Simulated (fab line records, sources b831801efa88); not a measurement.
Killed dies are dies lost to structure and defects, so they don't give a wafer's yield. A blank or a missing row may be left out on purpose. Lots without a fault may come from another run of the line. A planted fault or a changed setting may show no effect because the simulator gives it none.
fab line records | flow sky130
record lots=6 wafers=18 last_day=49
route steps=708 shown VT_ADJUST_NCORE@121 VT_ADJUST_HVTR@131 PAD_OPEN@708
lots that met no fault: from a run of the same line without faults
start_h: hours from the record's first day to the start of the lot's first wafer shown | wait_h: hours since the lot's step before | " the same as in the row above | L1.1+2: a row that stands for several wafers | - no value, or no start given | * or withheld: withheld | < > ~ a bound
route shown NAME@n: a module of which the file shows steps, and the number in the route of the first | usual: mean/standard deviation of fault-free wafers | same: alike in all rows | chamber/n: place in a boat | sites: the reading at each site | _std_site: their standard deviation | _edge_site: outer sites' mean less inner sites' | radius_mm: how far each site lies from the wafer's centre | mask NAME#n: copy n | behind: the tool/chamber that last shaped the wafer | hold: why the lot was held/for how many hours/how that ended | device: the transistor (n, p or np) that didn't switch | end of line: the same wafers' tests at the end of the route | a step without rows: its recipe alone | killed: dies lost to structure and defects at the first sort, not the wafer's yield | map: a wafer's dies, x killed, . not, _ none there
set.NAME: the setting as run; set.NAME@STEP: as run at that earlier step | model.NAME: the simulator's own value behind a step, which no gauge read
lots at some steps of the route; a table a step, a row a wafer
services: from which hour (start_h, from the record's first day; less than 0 if before it) a tool's chamber was out of use, for how many hours, and why
## steps
# step SKY_VT_ADJUST_NCORE_COAT_02
# recipe resist=NOVOLAK spin_rpm=3000 resist_thk_nm=1140
# step SKY_VT_ADJUST_NCORE_SOFTBAKE_03
# recipe temp_c=90 time_s=60 resist=NOVOLAK
# step SKY_VT_ADJUST_NCORE_EXPOSE_04
# recipe mask_id=LVTN_COMPLEMENT_THIN na=0.6 source_shape=conventional sigma_outer=0.6 polarization=unpolarized target_cd_nm=380 dose_mj=139
# step SKY_VT_ADJUST_NCORE_PEB_05
# recipe temp_c=withheld time_s=* resist=NOVOLAK
# step SKY_VT_ADJUST_NCORE_DEVELOP_06
# recipe resist=NOVOLAK developer=TMAH develop_time_s=60 dev_temp_c=23.7
# step SKY_VT_ADJUST_NCORE_CD_MEAS_07
# recipe target_cd_nm=380
# usual cd_nm=379.7/2.4
# columns lot.wafer tool chamber start_h wait_h cd_nm
L360.3 cd_sem-01 - 232.07 0.1 382.0
L360.5 " - " " 379.6
L360.6 " - " " 379.7
L362.4 cd_sem-02 - 257.53 0.1 380.1
L362.5 " - " " 382.1
L362.6 " - " " 379.5
L363.1 cd_sem-01 - 260.78 0.1 383.1
L363.3 " - " " 382.7
L363.5 " - " " 383.3
L364.1 cd_sem-02 - 263.03 0.1 378.1
L364.5 " - " " 377.6
L364.6 " - " " 379.3
L368.2 cd_sem-02 - 289.76 0.1 376.2
L368.4 " - " " 377.3
L368.6 " - " " 378.7
L372.1 cd_sem-02 - 323.83 0.1 383.0
L372.4 " - " " 383.8
L372.6 " - " " 383.1
# step SKY_VT_ADJUST_NCORE_OVL_MEAS_08
# usual VT_ADJUST_NCORE_OVL=0.5/1.2
# columns lot.wafer tool chamber start_h wait_h VT_ADJUST_NCORE_OVL[nm]
L360.3 overlay-02 - 232.17 0.1 -1.5
L360.5 " - " " -1.3
L360.6 " - " " -0.5
L362.4 overlay-02 - 257.61 0.1 1.7
L362.5 " - " " 2.2
L362.6 " - " " 2.1
L363.1 overlay-02 - 260.90 0.1 -0.8
L363.3 " - " " 0.0
L363.5 " - " " -1.7
L364.1 overlay-01 - 263.15 0.1 1.2
L364.5 " - " " 1.2
L364.6 " - " " 2.8
L368.2 overlay-02 - 289.86 0.1 1.6
L368.4 " - " " 2.9
L368.6 " - " " -0.7
L372.1 overlay-01 - 323.95 0.1 -2.5
L372.4 " - " " -1.1
L372.6 " - " " -2.3
# step SKY_VT_ADJUST_NCORE_IMPLANT_09
# recipe species=B energy_kev=10 dose_cm2=2.4e+12 tilt_deg=withheld
# step SKY_VT_ADJUST_NCORE_STRIP_10
# recipe chemistry=O2/N2 power_w=1400 pressure_mtorr=1500 platen_temp_c=withheld o2_flow_sccm=3000 n2_flow_sccm=300 overash_fraction=0.5
# usual drypump_motor_current_A=5.6/0.49 oes_product_au=0.715/0.0042 strip_time_to_endpoint_s=14.18/0.038
# columns lot.wafer tool chamber start_h wait_h drypump_motor_current_A oes_product_au rf_hours_counter_h strip_time_to_endpoint_s
L360.3 plasma_asher-04 0 232.37 0.1 5.0 0.714 - 14.13
L360.5 " 1 " " 5.6 0.712 - 14.10
L360.6 " 0 " " 5.0 0.707 - 14.10
L362.4 plasma_asher-02 0 257.88 0.1 5.3 0.714 - 14.19
L362.5 " 0 " " 5.2 0.714 - 14.11
L362.6 " 1 " " 6.5 0.716 - 14.20
L363.1 plasma_asher-02 1 261.09 0.1 6.5 0.714 60 14.16
L363.3 " 1 " " 6.5 0.710 - 14.14
L363.5 " 1 " " 6.5 0.712 - 14.17
L364.1 plasma_asher-04 1 263.34 0.1 5.6 0.716 58 14.14
L364.5 " 1 " " 5.6 0.711 - 14.17
L364.6 " 0 " " 5.0 0.713 - 14.17
L368.2 plasma_asher-03 0 290.04 0.1 6.0 0.712 45 14.17
L368.4 " 1 " " 5.9 0.718 - 14.16
L368.6 " 0 " " 6.0 0.715 - 14.20
L372.1 plasma_asher-02 0 324.14 0.1 5.2 0.719 66 14.21
L372.4 " 1 " " 6.5 0.717 - 14.22
L372.6 " 1 " " 6.5 0.717 - 14.22
# step SKY_VT_ADJUST_NCORE_TW_MEAS_11
# usual VT_ADJUST_NCORE_TW=219.3/1.6
# columns lot.wafer tool chamber start_h wait_h VT_ADJUST_NCORE_TW
L360.3 film_metro-01 - 232.46 0.1 217.6
L360.5 " - " " 217.8
L360.6 " - " " 217.0
L362.4 film_metro-02 - 257.98 0.1 218.8
L362.5 " - " " 219.1
L362.6 " - " " 217.7
L363.1 film_metro-03 - 261.19 0.1 221.1
L363.3 " - " " 222.1
L363.5 " - " " 221.9
L364.1 film_metro-02 - 263.44 0.1 218.3
L364.5 " - " " 218.1
L364.6 " - " " 218.4
L368.2 film_metro-02 - 290.15 0.1 218.7
L368.4 " - " " 219.2
L368.6 " - " " 219.1
L372.1 film_metro-01 - 324.24 0.1 218.8
L372.4 " - " " 218.6
L372.6 " - " " 217.7
# step SKY_VT_ADJUST_HVTR_DEHYDRATE_00
# recipe temp_c=200 time_s=60
# step SKY_VT_ADJUST_HVTR_HMDS_01
# recipe prime_time_s=60 prime_temp_c=120
# step SKY_VT_ADJUST_HVTR_COAT_02
# recipe resist=NOVOLAK spin_rpm=3000 resist_thk_nm=1140
# usual spin_speed_rpm=2999.8/2
# columns lot.wafer tool chamber start_h wait_h spin_speed_rpm model.NOVOLAK_of_VT_ADJUST_HVTR_COAT_02.thk_nm
L360.3 litho_track-01 0 243.17 0.1 2998.6 1142
L360.5 " 0 " " 3002.2 1142
L360.6 " 0 " " 2996.5 1144
L362.4 litho_track-01 0 269.80 0.1 3665.0 1026
L362.5 " 0 " " 3665.3 1029
L362.6 " 0 " " 3660.9 1031
L363.1 litho_track-02 0 273.02 0.1 2999.5 1141
L363.3 " 0 " " 2999.8 1139
L363.5 " 0 " " 3000.4 1142
L364.1 litho_track-01 0 275.57 0.1 3662.5 1033
L364.5 " 0 " " 3662.9 1031
L364.6 " 0 " " 3659.7 1032
L368.2 litho_track-02 0 301.64 0.1 2998.4 1139
L368.4 " 0 " " 3001.5 1141
L368.6 " 0 " " 2997.7 1142
L372.1 litho_track-01 0 337.72 0.1 3000.0 1140
L372.4 " 0 " " 2999.4 1138
L372.6 " 0 " " 3001.3 1138
# step SKY_VT_ADJUST_HVTR_SOFTBAKE_03
# recipe temp_c=90 time_s=60 resist=NOVOLAK
# step SKY_VT_ADJUST_HVTR_EXPOSE_04
# recipe mask_id=HVTRM target_cd_nm=380 na=0.6 source_shape=conventional sigma_outer=0.6 dose_mj=150
# step SKY_VT_ADJUST_HVTR_PEB_05
# recipe temp_c=withheld time_s=* resist=NOVOLAK
# step SKY_VT_ADJUST_HVTR_DEVELOP_06
# recipe develop_time_s=60 dev_temp_c=23
# columns lot.wafer tool chamber start_h wait_h model.NOVOLAK_of_VT_ADJUST_HVTR_COAT_02.thk_nm
L360.3+5 litho_track-01 0 254.52 0.1 1141
L360.6 " 0 " " 1144
L362.4 litho_track-01 0 282.05 0.1 1026
L362.5 " 0 " " 1029
L362.6 " 0 " " 1031
L363.1 litho_track-01 0 285.27 0.1 1140
L363.3 " 0 " " 1139
L363.5 " 0 " " 1141
L364.1 litho_track-02 0 287.87 0.1 1033
L364.5 " 0 " " 1031
L364.6 " 0 " " 1032
L368.2 litho_track-01 0 314.05 0.1 1138
L368.4 " 0 " " 1140
L368.6 " 0 " " 1142
L372.1 litho_track-01 0 350.57 0.1 1140
L372.4 " 0 " " 1138
L372.6 " 0 " " 1137
# step SKY_VT_ADJUST_HVTR_CD_MEAS_07
# recipe target_cd_nm=380
# usual cd_nm=379.4/2.6
# columns lot.wafer tool chamber start_h wait_h cd_nm
L360.3 cd_sem-02 - 254.66 0.1 375.0
L360.5 " - " " 379.0
L360.6 " - " " 375.9
L362.4 cd_sem-02 - 282.18 0.1 385.9
L362.5 " - " " 387.0
L362.6 " - " " 387.5
L363.1 cd_sem-02 - 285.42 0.1 381.4
L363.3 " - " " 379.3
L363.5 " - " " 381.7
L364.1 cd_sem-02 - 288.02 0.1 390.1
L364.5 " - " " 391.9
L364.6 " - " " 391.1
L368.2 cd_sem-01 - 314.19 0.1 377.9
L368.4 " - " " 378.5
L368.6 " - " " 380.6
L372.1 cd_sem-02 - 350.72 0.1 379.8
L372.4 " - " " 376.9
L372.6 " - " " 377.1
# step SKY_VT_ADJUST_HVTR_OVL_MEAS_08
# usual VT_ADJUST_HVTR_OVL=0.1/1.2
# columns lot.wafer tool chamber start_h wait_h VT_ADJUST_HVTR_OVL[nm]
L360.3 overlay-01 - 254.75 0.1 0.7
L360.5 " - " " 2.2
L360.6 " - " " -0.6
L362.4 overlay-01 - 282.26 0.1 0.7
L362.5 " - " " 0.1
L362.6 " - " " -1.7
L363.1 overlay-01 - 285.54 0.1 -0.5
L363.3 " - " " -1.8
L363.5 " - " " -0.1
L364.1 overlay-01 - 288.14 0.1 0.7
L364.5 " - " " 0.8
L364.6 " - " " 0.3
L368.2 overlay-02 - 314.30 0.1 -0.3
L368.4 " - " " -1.3
L368.6 " - " " -0.6
L372.1 overlay-02 - 350.84 0.1 0.4
L372.4 " - " " 2.5
L372.6 " - " " 1.1
# step SKY_VT_ADJUST_HVTR_IMPLANT_09
# recipe species=B energy_kev=10 dose_cm2=2.1e+12 tilt_deg=withheld
# step SKY_VT_ADJUST_HVTR_STRIP_10
# recipe chemistry=O2/N2 power_w=1400 pressure_mtorr=1500 platen_temp_c=withheld o2_flow_sccm=3000 n2_flow_sccm=300 overash_fraction=0.5
# usual drypump_motor_current_A=5.7/0.36 oes_product_au=0.715/0.0052 strip_time_to_endpoint_s=14.18/0.036
# columns lot.wafer tool chamber start_h wait_h drypump_motor_current_A oes_product_au rf_hours_counter_h strip_time_to_endpoint_s
L360.3 plasma_asher-02 1 254.96 0.1 6.5 0.715 - 14.21
L360.5 " 1 " " 6.5 0.714 - 14.20
L360.6 " 0 " " 5.2 0.710 - 14.23
L362.4 plasma_asher-01 0 282.46 0.1 5.7 0.714 - 12.87
L362.5 " 0 " " 5.7 0.716 - 12.91
L362.6 " 1 " " 5.4 0.705 - 12.92
L363.1 plasma_asher-01 1 285.73 0.1 5.4 0.716 17 14.19
L363.3 " 1 " " 5.4 0.709 - 14.17
L363.5 " 1 " " 5.4 0.713 - 14.21
L364.1 plasma_asher-01 1 288.32 0.1 5.4 0.710 17 12.95
L364.5 " 1 " " 5.4 0.704 - 12.92
L364.6 " 0 " " 5.7 0.709 - 12.93
L368.2 plasma_asher-02 0 314.48 0.1 5.3 0.717 65 14.17
L368.4 " 1 " " 6.5 0.716 - 14.20
L368.6 " 1 " " 6.5 0.710 - 14.20
L372.1 plasma_asher-01 0 351.07 0.1 5.7 0.719 22 14.19
L372.4 " 1 " " 5.4 0.706 - 14.16
L372.6 " 0 " " 5.7 0.715 - 14.14
# step SKY_VT_ADJUST_HVTR_TW_MEAS_11
# usual VT_ADJUST_HVTR_TW=212.3/1.7
# columns lot.wafer tool chamber start_h wait_h VT_ADJUST_HVTR_TW
L360.3 film_metro-04 - 255.05 0.1 211.2
L360.5 " - " " 211.7
L360.6 " - " " 212.8
L362.4 film_metro-03 - 282.56 0.1 215.2
L362.5 " - " " 213.3
L362.6 " - " " 214.3
L363.1 film_metro-01 - 285.83 0.1 209.6
L363.3 " - " " 210.7
L363.5 " - " " 210.8
L364.1 film_metro-03 - 288.42 0.1 210.5
L364.5 " - " " 210.6
L364.6 " - " " 210.8
L368.2 film_metro-04 - 314.59 0.1 212.9
L368.4 " - " " 213.8
L368.6 " - " " 214.2
L372.1 film_metro-04 - 351.17 0.1 214.0
L372.4 " - " " 213.5
L372.6 " - " " 214.7
# step SKY_PAD_OPEN_PROBE_99
# usual killed_at_M0_to_M3=44/6.6 killed_at_M4_up=3.0/2 killed_at_contacts=24/5.1 killed_at_front_end=15/4.1 killed_at_other=0.4/0.62 killed_dies=86/9.3 killed_on_rim=17/3.7 killed_open=46/6.8 killed_short=40/5.8
# same gross_dies=492 killed_at_back_side=0
# columns lot.wafer tool chamber start_h wait_h killed_at_M0_to_M3 killed_at_M4_up killed_at_contacts killed_at_front_end killed_at_other killed_dies killed_on_rim killed_open killed_short
L363.1 prober-01 - 1140.07 0.1 49 6 26 22 1 104 24 53 51
L363.3 prober-01 - 1140.17 0.2 44 2 17 17 2 82 10 47 33
L363.5 prober-01 - 1140.27 0.2 53 4 26 14 0 97 12 49 48
L362.4 prober-02 - 1141.44 0.2 48 1 33 15 0 97 24 52 45
L362.5 prober-02 - 1141.49 0.2 42 5 25 21 0 93 20 44 47
L362.6 prober-02 - 1141.54 0.2 48 2 31 17 1 99 23 60 37
L364.1 prober-01 - 1144.91 0.1 42 3 26 19 0 90 24 43 47
L364.5 prober-01 - 1145.11 0.2 46 5 27 20 0 98 21 52 46
L364.6 prober-01 - 1145.16 0.2 40 5 15 22 1 83 19 40 41
L372.1 prober-01 - 1180.93 0.1 38 2 18 23 1 82 19 47 35
L372.4 prober-01 - 1181.08 0.2 45 1 22 20 1 89 17 48 41
L372.6 prober-01 - 1181.18 0.2 55 6 23 13 1 98 16 48 49
# killed by level:class
L363.1 VIA1:geometric_particle:open=14 POLY_GATE:geometric_particle:short=9 CONTACT:geometric_particle:open=8 LI_CONTACT:geometric_particle:open=8 VIA1:geometric_particle:short=7 METAL1:geometric_particle:short=6 VIA2:geometric_particle:open=6 LI_CONTACT:geometric_particle:short=5
L363.3 VIA1:geometric_particle:open=15 VIA3:geometric_particle:open=7 POLY_GATE:geometric_particle:short=6 CONTACT:geometric_particle:short=6 VIA1:geometric_particle:short=6 POLY_GATE:geometric_particle:open=5 LI_CONTACT:geometric_particle:open=5 VIA2:geometric_particle:open=5
L363.5 VIA1:geometric_particle:open=14 LI_CONTACT:geometric_particle:open=11 METAL1:geometric_particle:short=8 METAL2:geometric_particle:short=7 POLY_GATE:geometric_particle:short=6 VIA2:geometric_particle:open=5 CONTACT:geometric_particle:open=5 VIA1:geometric_particle:short=5
L362.4 LI_CONTACT:geometric_particle:open=11 VIA1:geometric_particle:open=11 CONTACT:geometric_particle:open=9 VIA1:geometric_particle:short=8 POLY_GATE:geometric_particle:short=5 CONTACT:geometric_particle:short=5 VIA2:geometric_particle:open=5 VIA3:geometric_particle:short=5
L362.5 VIA1:geometric_particle:open=11 CONTACT:geometric_particle:open=10 METAL1:geometric_particle:short=8 CONTACT:geometric_particle:short=7 METAL4:geometric_particle:short=5 FIELD_ISO:geometric_particle:open=4 POLY_GATE:geometric_particle:short=4 LOCAL_INTERCONNECT:geometric_particle:short=4
L362.6 CONTACT:geometric_particle:open=15 VIA1:geometric_particle:open=11 VIA3:geometric_particle:open=10 POLY_GATE:geometric_particle:short=6 METAL1:geometric_particle:short=6 LI_CONTACT:geometric_particle:open=5 METAL2:geometric_particle:short=5 VIA2:geometric_particle:open=5
L364.1 VIA1:geometric_particle:open=8 CONTACT:geometric_particle:open=7 VIA2:geometric_particle:open=7 FIELD_ISO:geometric_particle:open=6 FIELD_ISO:geometric_particle:short=6 CONTACT:geometric_particle:short=6 VIA3:geometric_particle:short=6 LOCAL_INTERCONNECT:geometric_particle:short=5
L364.5 VIA1:geometric_particle:open=9 VIA3:geometric_particle:open=8 LI_CONTACT:geometric_particle:open=8 VIA2:geometric_particle:open=8 POLY_GATE:geometric_particle:open=6 FIELD_ISO:geometric_particle:short=5 POLY_GATE:geometric_particle:short=5 VIA2:geometric_particle:short=5
L364.6 FIELD_ISO:geometric_particle:open=8 VIA1:geometric_particle:open=8 METAL1:geometric_particle:short=8 VIA1:geometric_particle:short=6 VIA3:geometric_particle:open=6 POLY_GATE:geometric_particle:short=5 FIELD_ISO:geometric_particle:short=4 POLY_GATE:geometric_particle:open=4
L372.1 VIA1:geometric_particle:open=13 CONTACT:geometric_particle:open=8 VIA3:geometric_particle:open=8 POLY_GATE:geometric_particle:short=7 FIELD_ISO:geometric_particle:open=5 FIELD_ISO:geometric_particle:short=4 METAL2:geometric_particle:short=4 VIA2:geometric_particle:short=4
L372.4 VIA2:geometric_particle:open=10 CONTACT:geometric_particle:open=9 FIELD_ISO:geometric_particle:open=6 VIA1:geometric_particle:open=6 METAL1:geometric_particle:short=5 LI_CONTACT:geometric_particle:open=5 VIA3:geometric_particle:open=5 POLY_GATE:geometric_particle:short=4
L372.6 VIA2:geometric_particle:open=12 VIA1:geometric_particle:open=10 CONTACT:geometric_particle:open=8 POLY_GATE:geometric_particle:short=7 METAL1:geometric_particle:short=7 LI_CONTACT:geometric_particle:open=6 METAL2:geometric_particle:short=6 VIA3:geometric_particle:short=5
## services
# columns tool chamber start_h hours kind
plasma_asher-04 - 215.15 2.1 repair
plasma_asher-04 - 257.71 4.8 repair
plasma_asher-01 - 304.06 14.6 pm
## key
first_sign step=SKY_VT_ADJUST_HVTR_COAT_02 reading=spin_speed_rpm direction=up sigmas=99+ usual=2999.8 struck=3662.7
effect step=SKY_VT_ADJUST_HVTR_CD_MEAS_07 reading=cd_nm direction=up sigmas=3.7 usual=379.4 struck=388.9
effect step=SKY_VT_ADJUST_HVTR_STRIP_10 reading=strip_time_to_endpoint_s direction=down sigmas=36 usual=* struck=*
model_effect step=SKY_VT_ADJUST_HVTR_COAT_02 value=NOVOLAK_of_VT_ADJUST_HVTR_COAT_02.thk_nm without=1139 struck=1031
model_effect step=SKY_VT_ADJUST_HVTR_DEVELOP_06 value=NOVOLAK_of_VT_ADJUST_HVTR_COAT_02.thk_nm without=1138 struck=1030
met_at SKY_VT_ADJUST_HVTR_COAT_02
struck_wafers L362.4,L362.5,L362.6,L364.1,L364.5,L364.6
tester_left_out L362,L364
onset_between 243.17 269.80
fault kind=process_parameter_drift tool=litho_track-01 chamber=- onset_h=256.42 steps=SKY_VT_ADJUST_HVTR_COAT_02 channel=spin_rpm offset=662.63 shape=step end_h=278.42 acts_in=these_recipes_only stated=3000
# tester_left_out: of these lots the tester's yield and bins aren't shown, on N5 and GAA mostly nor the transistor test; their killed dies are dies lost to structure and defects alone, not to doping, threshold or leakage, so they don't give the yield
